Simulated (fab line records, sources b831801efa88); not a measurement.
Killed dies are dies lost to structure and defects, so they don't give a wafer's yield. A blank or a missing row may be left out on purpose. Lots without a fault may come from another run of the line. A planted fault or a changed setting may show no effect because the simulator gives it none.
A struck lot beside a sound one | flow sky130 | 32 steps out of a route of 708
Sound: wafers L795.1, L795.2, L795.6. Struck: wafers L815.3, L815.4, L815.6. The cause comes at the end.
At each step with rows: each side's tool, then ch and its chambers, then its first start. Under that, the readings that differ: sound wafers | struck wafers | difference of the means | sigmas: that difference in standard deviations of wafers without a fault.
alike: readings whose means differ by less than 2 such deviations, and words and numbers that are the same on both sides. not compared: withheld readings, readings that some wafer has no value for, bounds like >300 that may hide the same value, and numbers for which the record gives no deviation and whose values overlap.
The two part at a step that has a row with sigmas, a row that says differs or no value, or rows on one side only. Numbers that don't overlap but have no deviation are shown without sigmas and don't part them. A reading that every wafer of one side lacks parts them only if that side has two wafers or more.

SKY_FIELD_ISO_BOW_MEAS_00:
  sound on film_metro-01, day 1 20:00; struck on film_metro-03, day 6 00:02
  alike: INCOMING_BOW
SKY_FIELD_ISO_OXIDATION_01: stabilise 600 s, purge 300 s, target thk 12 nm.
  sound on furnace-02 ch 0, day 1 22:19; struck on furnace-02 ch 0, day 6 01:48
  alike: ox_temp_c, ox_temp_c_max, spike_tc_upper_C, zone_power_top_pct
SKY_FIELD_ISO_THK_MEAS_02:
  sound on film_metro-01, day 1 23:50; struck on film_metro-03, day 6 03:20
  alike: FIELD_ISO_OXIDATION_00_THK
then, 1 step without rows for these wafers: SKY_FIELD_ISO_CVD_03 (deposits Si3N4 from DCS/NH3, target thk 165 nm, time 2830 s).
SKY_FIELD_ISO_THK_MEAS_04:
  sound on film_metro-01, day 2 01:40; struck on film_metro-01, day 6 06:16
  alike: FIELD_ISO_CVD_03_THK
then, 8 steps without rows for these wafers: SKY_FIELD_ISO_DEHYDRATE_05 (time 60 s); SKY_FIELD_ISO_HMDS_06 (prime time 60 s); SKY_FIELD_ISO_COAT_07 (resist thk 60 nm); SKY_FIELD_ISO_COAT_08 (resist thk 450 nm); SKY_FIELD_ISO_SOFTBAKE_09 (time 90 s); SKY_FIELD_ISO_EXPOSE_10 (exposes mask FOM, target cd 150 nm); SKY_FIELD_ISO_PEB_11; SKY_FIELD_ISO_DEVELOP_12 (develop time 60 s).
SKY_FIELD_ISO_CD_MEAS_13: target cd 150 nm.
  sound on cd_sem-02, day 2 15:34; struck on cd_sem-01, day 7 01:49
  alike: cd_nm
SKY_FIELD_ISO_ETCH_14: etches BARC in N2/H2, stops on SiO2, time 45.9 s, target depth 60 nm.
  sound on rie_diel-04 ch 0,3, day 2 15:41; struck on rie_diel-03 ch 0,1,2, day 7 01:53
  alike: drypump_motor_current_A, h2_flow_sccm, n2_flow_sccm, oes_product_au, rf_fwd_power_W, throttle_valve_pct
  not compared: rf_hours_counter_h
SKY_FIELD_ISO_ETCH_15: etches the open film in CHF3/O2, stops on Si, target depth 180 nm, time 72 s.
  sound on rie_diel-04 ch 0,3, day 2 15:44; struck on rie_diel-03 ch 0,1,2, day 7 01:56
  alike: drypump_motor_current_A, oes_product_au, rf_fwd_power_W, throttle_valve_pct
  not compared: rf_hours_counter_h
SKY_FIELD_ISO_STRIP_16: strips in O2/N2.
  sound on plasma_asher-01 ch 0,1, day 2 15:47; struck on plasma_asher-04 ch 0,1, day 7 02:01
  alike: drypump_motor_current_A, n2_flow_sccm, o2_flow_sccm, oes_product_au, strip_time_to_endpoint_s
  not compared: rf_hours_counter_h
SKY_FIELD_ISO_ETCH_17: etches Si in HBr/Cl2/O2, target depth 342 nm, time 97.7 s.
  sound on rie_si-01 ch 1,2,3, day 2 15:53; struck on rie_si-02 ch 0,3, day 7 02:05
  alike: drypump_motor_current_A, oes_product_au, rf_fwd_power_W, throttle_valve_pct
  not compared: rf_hours_counter_h
then, 5 steps without rows for these wafers: SKY_FIELD_ISO_WET_ETCH_18 (etches Si3N4 in H3PO4, target depth 25 nm, time 286 s); SKY_FIELD_ISO_CLEAN_19 (cleans in SC1/SC2, time 150 s); SKY_FIELD_ISO_CLEAN_20 (cleans in dHF, time 20 s); SKY_FIELD_ISO_WET_ETCH_21 (etches SiO2 in dHF, target depth 20 nm, time 400 s); SKY_FIELD_ISO_OXIDATION_22 (stabilise 600 s, purge 300 s, target thk 10 nm).
SKY_FIELD_ISO_THK_MEAS_23:
  sound on film_metro-01, day 2 19:23; struck on film_metro-01, day 7 03:38
  alike: FIELD_ISO_OXIDATION_01_THK
then, 1 step without rows for these wafers: SKY_FIELD_ISO_CVD_24 (deposits SiO2, target thk 595 nm, time 99.2 s).
SKY_FIELD_ISO_THK_MEAS_25:
  sound on film_metro-03, day 2 19:31; struck on film_metro-04, day 7 03:46
  alike: FIELD_ISO_CVD_24_THK
then, 1 step without rows for these wafers: SKY_FIELD_ISO_ANNEAL_26 (time 1800 s).
SKY_FIELD_ISO_CMP_27: polishes, stops on Si3N4, t overpolish 16 s, target thk 457.8 nm.
  sound on cmp-01 ch 0,2,3, day 2 22:52; struck on cmp-01 ch 0,2,3, day 7 06:02
  alike: head_pressure_psi, motor_current_A, overpolish_run_s, time_to_endpoint_s
then, 3 steps without rows for these wafers: SKY_FIELD_ISO_WET_ETCH_28 (etches SiO2 in dHF, target depth 23.7 nm, time 47 s); SKY_FIELD_ISO_WET_ETCH_29 (etches Si3N4 in H3PO4, target depth 160 nm, time 1825 s); SKY_FIELD_ISO_WET_ETCH_30 (etches SiO2 in dHF, target depth 25 nm, time 50 s).
-- the record jumps here: 43 days lie between the struck wafers' starts before and after (it left off in module FIELD_ISO and takes up again in module PAD_OPEN, whose first step shown is number 708 of the route) --
SKY_PAD_OPEN_PROBE_99:
  sound on prober-01, day 46 01:45; struck on prober-01, day 50 12:15
  reading                                         | sound                | struck               | difference | sigmas
  model.etest.diode_dnwell_sub.leak_log10_a_cm2   | -7.37 -7.366 -7.501  | -7.131 -7.079 -7.189 | +0.279     |
  model.etest.diode_pwell_dnwell.leak_log10_a_cm2 | -7.574 -7.677 -7.583 | -7.418 -7.256 -7.197 | +0.321     |
  alike: killed_at_M0_to_M3, killed_at_M4_up, killed_at_contacts, killed_at_front_end, killed_at_other, killed_dies, killed_open, killed_short
  not compared: model.etest.diode_nwell_sub.leak_log10_a_cm2

WHERE THEY PART
Nowhere in this record.

WHY: what the simulator had put in
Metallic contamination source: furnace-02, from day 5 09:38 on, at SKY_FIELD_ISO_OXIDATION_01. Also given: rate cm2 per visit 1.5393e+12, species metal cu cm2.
